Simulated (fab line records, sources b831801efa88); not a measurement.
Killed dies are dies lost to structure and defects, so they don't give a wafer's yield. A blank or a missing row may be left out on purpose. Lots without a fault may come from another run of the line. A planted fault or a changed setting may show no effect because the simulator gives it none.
A struck lot beside a sound one | flow gf180mcu | 44 steps out of a route of 602
Sound: wafers L665.2, L665.3, L665.4. Struck: wafer L678.2. (L678.3, L678.6 of the same lot were not struck and are left out.) The cause comes at the end.
At each step with rows: each side's tool, then ch and its chambers, then its first start. Under that, the readings that differ: sound wafers | struck wafers | difference of the means | sigmas: that difference in standard deviations of wafers without a fault.
alike: readings whose means differ by less than 2 such deviations, and words and numbers that are the same on both sides. not compared: withheld readings, readings that some wafer has no value for, bounds like >300 that may hide the same value, and numbers for which the record gives no deviation and whose values overlap.
The two part at a step that has a row with sigmas, a row that says differs or no value, or rows on one side only. Numbers that don't overlap but have no deviation are shown without sigmas and don't part them. A reading that every wafer of one side lacks parts them only if that side has two wafers or more.

first, 5 steps without rows for these wafers: GF_V1_STRIP_19 (strips in post etch residue remover, time 1200 s); GF_V1_CLEAN_20 (cleans in DIW); GF_V1_SPUTTER_21 (material Ti, target thk 15 nm, time 80.02 s); GF_V1_SPUTTER_22 (material TiN, target thk 10 nm, time 40 s); GF_V1_CVD_23 (deposits W, target thk 350 nm, time 105.05 s).
GF_V1_RS_MEAS_24: measures by four-point-probe.
  sound on film_metro-03, day 17 22:15; struck on film_metro-03, day 23 10:25
  alike: V1_W_RS
GF_V1_THK_MEAS_25: measures by xrf.
  sound on film_metro-03, day 17 22:22; struck on film_metro-03, day 23 10:31
  alike: V1_W_THK
GF_V1_CMP_26: polishes, stops on SiO2, t overpolish 15 s, target thk 0 nm.
  sound on cmp-02 ch 0,1,2, day 17 22:25; struck on cmp-01 ch 2, day 23 10:34
  reading                | sound    | struck | difference | sigmas
  time_to_endpoint_s (s) | 90 89 90 | 82     | -8         | -2
  alike: motor_current_A, overpolish_run_s, slurry_flow_ml_min
GF_M2_SPUTTER_00: material Ti, target thk 37.5 nm, time 150 s.
  sound on pvd_sputter-04, day 17 22:43; struck on pvd_sputter-04, day 23 10:52
  alike: cathode_dc_power_W, throttle_valve_pct
then, 2 steps without rows for these wafers: GF_M2_SPUTTER_01 (material TiN, target thk 30 nm, time 25 s); GF_M2_SPUTTER_02 (material AlCu, target thk 450 nm, time 24.71 s).
GF_M2_SPUTTER_03: material Ti, target thk 10 nm, time 6.7 s.
  sound on pvd_sputter-04, day 17 22:52; struck on pvd_sputter-04, day 23 11:02
  reading                | sound                | struck | difference | sigmas
  cathode_dc_power_W (W) | 2999.7 3000.4 3000.3 | 2998.9 | -1.2       | -2
  alike: throttle_valve_pct
GF_M2_SPUTTER_04: material TiN, target thk 50 nm, time 41.7 s.
  sound on pvd_sputter-04, day 17 22:53; struck on pvd_sputter-04, day 23 11:03
  reading                                | sound             | struck | difference | sigmas
  model.TiN_of_M2_SPUTTER_04.thk_nm (nm) | 49.76 50.02 50.35 | 52.98  | +2.94      |
  alike: cathode_dc_power_W, throttle_valve_pct
GF_M2_RS_MEAS_05: measures by four-point-probe.
  sound on film_metro-04, day 17 22:57; struck on film_metro-01, day 23 11:07
  alike: M2_ALCU_RS
GF_M2_THK_MEAS_06: measures by xrf.
  sound on film_metro-04, day 17 23:04; struck on film_metro-01, day 23 11:13
  alike: M2_ALCU_THK
then, 7 steps without rows for these wafers: GF_M2_DEHYDRATE_07 (time 60 s); GF_M2_HMDS_08 (prime time 60 s); GF_M2_COAT_09 (resist thk 1000 nm); GF_M2_SOFTBAKE_10 (time 60 s); GF_M2_EXPOSE_11 (exposes mask Metal2, target cd 280 nm); GF_M2_PEB_12 (peb time 90 s); GF_M2_DEVELOP_13 (develop time 60 s).
GF_M2_CD_MEAS_14: target cd 280 nm.
  sound on cd_sem-02, day 18 22:43; struck on cd_sem-02, day 24 09:27
  alike: cd_nm
GF_M2_OVL_MEAS_15:
  sound on overlay-01, day 18 22:49; struck on overlay-02, day 24 09:33
  alike: M2_OVL
then, 5 steps without rows for these wafers: GF_M2_METAL_ETCH_16 (etches the open film in Cl2/BCl3, stops on SiO2, target depth 627.5 nm, time 104.6 s); GF_M2_STRIP_17 (strips in O2/N2); GF_M2_STRIP_18 (strips in post etch residue remover, time 1200 s); GF_M2_CLEAN_19 (cleans in DIW); GF_V2_CVD_00 (deposits SiO2, target thk 600 nm, time 100 s).
GF_V2_THK_MEAS_01:
  sound on film_metro-02, day 18 23:46; struck on film_metro-04, day 24 10:25
  alike: V2_CVD_00_THK
GF_V2_CVD_02: deposits SiO2 from TEOS, target thk 850 nm, time 94.851 s.
  sound on pecvd-04 ch 0,2, day 18 23:49; struck on pecvd-01 ch 0, day 24 10:28
  alike: heater_power_w, susceptor_temp_C
GF_V2_THK_MEAS_03:
  sound on film_metro-01, day 18 23:53; struck on film_metro-01, day 24 10:33
  alike: V2_CVD_02_THK
GF_V2_CMP_04: polishes SiO2.
  sound on cmp-02 ch 0,1,3, day 18 23:56; struck on cmp-01 ch 3, day 24 10:42
  alike: motor_current_A, slurry_flow_ml_min, time_to_endpoint_s
GF_V2_BOW_MEAS_05:
  sound on film_metro-02, day 19 00:16; struck on film_metro-04, day 24 10:55
  alike: V2_BOW
then, 8 steps without rows for these wafers: GF_V2_DEHYDRATE_06 (time 60 s); GF_V2_HMDS_07 (prime time 60 s); GF_V2_COAT_08; GF_V2_COAT_09 (resist thk 1000 nm); GF_V2_SOFTBAKE_10 (time 60 s); GF_V2_EXPOSE_11 (exposes mask Via2, target cd 260 nm); GF_V2_PEB_12 (peb time 86.11 s); GF_V2_DEVELOP_13 (develop time 60 s).
GF_V2_STRIP_19: strips in post etch residue remover, time 1200 s.
  sound on wet_bench-04 ch 0, day 20 01:44; struck on wet_bench-03 ch 0, day 25 08:52
  reading                                | sound             | struck | difference | sigmas
  model.TiN_of_M2_SPUTTER_04.thk_nm (nm) | 48.92 49.18 49.51 | 52.14  | +2.94      |
GF_PASSIVATION_PROBE_99:
  the record has rows for the sound wafers here (prober-01, day 28 21:48) and none for the struck ones

WHERE THEY PART
First at GF_V1_CMP_26; last, within this record, at GF_PASSIVATION_PROBE_99.

WHY: what the simulator had put in
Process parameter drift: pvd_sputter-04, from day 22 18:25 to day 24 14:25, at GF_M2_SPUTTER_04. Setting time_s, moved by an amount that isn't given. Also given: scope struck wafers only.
